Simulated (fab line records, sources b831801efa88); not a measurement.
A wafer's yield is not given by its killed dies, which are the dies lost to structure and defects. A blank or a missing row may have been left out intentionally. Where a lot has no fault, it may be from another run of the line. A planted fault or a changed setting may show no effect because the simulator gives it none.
Split-lot trial -- flow sky130 -- 14 wafers read from 5 lots, route of 708 steps

SPLIT DETAILS
At SKY_LOCAL_INTERCONNECT_COAT_06 (resist thk 450 nm), the setting spin_rpm was moved away from the recipe's 3000 rpm on 5 of the 14 wafers read, by -6.6% to +3.5%. For the rest of the wafers, this setting stayed at what the recipe calls for.

The reading comes from the split's own step.

THE READING
KrF-thick_of_LOCAL_INTERCONNECT_COAT_06.thk_nm (the simulator's own value, which no gauge read), in nm, at SKY_LOCAL_INTERCONNECT_COAT_06 (resist thk 450 nm). The file gives no usual value for it. Here, 9 wafers ran the recipe; their average is 449.4 nm with a standard deviation of 1.3 nm.

wafer,"tool, chamber at the split","spin_rpm as run, rpm",against the recipe,"KrF-thick_of_LOCAL_INTERCONNECT_COAT_06.thk_nm, nm",against lot-mates on the recipe
L074.2,"litho_track-03, 0",3000,recipe,448.5,-
L074.5,"litho_track-03, 0",3000,recipe,447.7,-
L076.1,"litho_track-02, 0",3000,recipe,451.4,-
L076.2,"litho_track-02, 0",3000,recipe,450,-
L076.5,"litho_track-02, 0",3000,recipe,450.4,-
L080.4,"litho_track-03, 0",2803,-6.6%,467,no lot-mate on the recipe
L080.6,"litho_track-03, 0",2803,-6.6%,467,no lot-mate on the recipe
L079.1,"litho_track-02, 0",3000,recipe,448.6,-
L079.2,"litho_track-02, 0",2858,-4.7%,461.1,+12.6
L079.3,"litho_track-02, 0",2858,-4.7%,460.6,+12.1
L079.4,"litho_track-02, 0",3000,recipe,447.7,-
L079.5,"litho_track-02, 0",3000,recipe,449.3,-
L083.2,"litho_track-02, 0",3104,+3.5%,445.2,-5.6
L083.5,"litho_track-02, 0",3000,recipe,450.8,-

THE FIT
A straight line over all 14 wafers: KrF-thick_of_LOCAL_INTERCONNECT_COAT_06.thk_nm changes by -2.4 nm for each +1% of spin_rpm; r = -0.98; the points scatter about the line by 1.7 nm.
The same after taking each lot's own level away (the mean of its wafers on the recipe; 12 wafers): -2.35 nm for each +1%; r = -0.98; scatter 1 nm.
The reading moves by 15 nm for the largest change in spin_rpm, on that fit.
The span of the lots' own levels, 448.10 to 450.80 nm, comes to 2.1 times the standard deviation stated above.
The two slopes agree, so the slope changes little with the lot-to-lot level.
Check: for one of the wafers moved furthest among these (-4.7%), held out of the fit, the line's prediction against its lot-mates is +10.8 nm. Against them it came out at +12.6 nm.

FURTHER SPLITS ON THESE WAFERS
Other splits were also applied to these wafers ahead of the reading. Each is held against what the fit with the lots' levels taken away leaves over:
other split on the same wafers,wafers away from the commonest value,r with KrF-thick_of_LOCAL_INTERCONNECT_COAT_06.thk_nm (lot level and that fit taken away)
SKY_LI_CONTACT_EXPOSE_09 dose_mj,7,+0.27
SKY_LOCAL_INTERCONNECT_SPUTTER_00 time_s,0,-

THE WHOLE CHAIN: every reading that the file lists as answering this split, in the file's order
step,what it does,reading,change (the file's fit),r (the file's)
SKY_LOCAL_INTERCONNECT_COAT_06,resist thk 450 nm,"KrF-thick_of_LOCAL_INTERCONNECT_COAT_06.thk_nm (the simulator's own value, which no gauge read)",-2.41 nm for each +1% of the setting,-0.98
SKY_LOCAL_INTERCONNECT_STRIP_15,strips in O2/N2,strip_time_to_endpoint_s,withheld for each +1% of the setting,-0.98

THE FILE'S OWN FIT
KrF-thick_of_LOCAL_INTERCONNECT_COAT_06.thk_nm changes by -2.41 nm for each +1% of spin_rpm, r = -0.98.
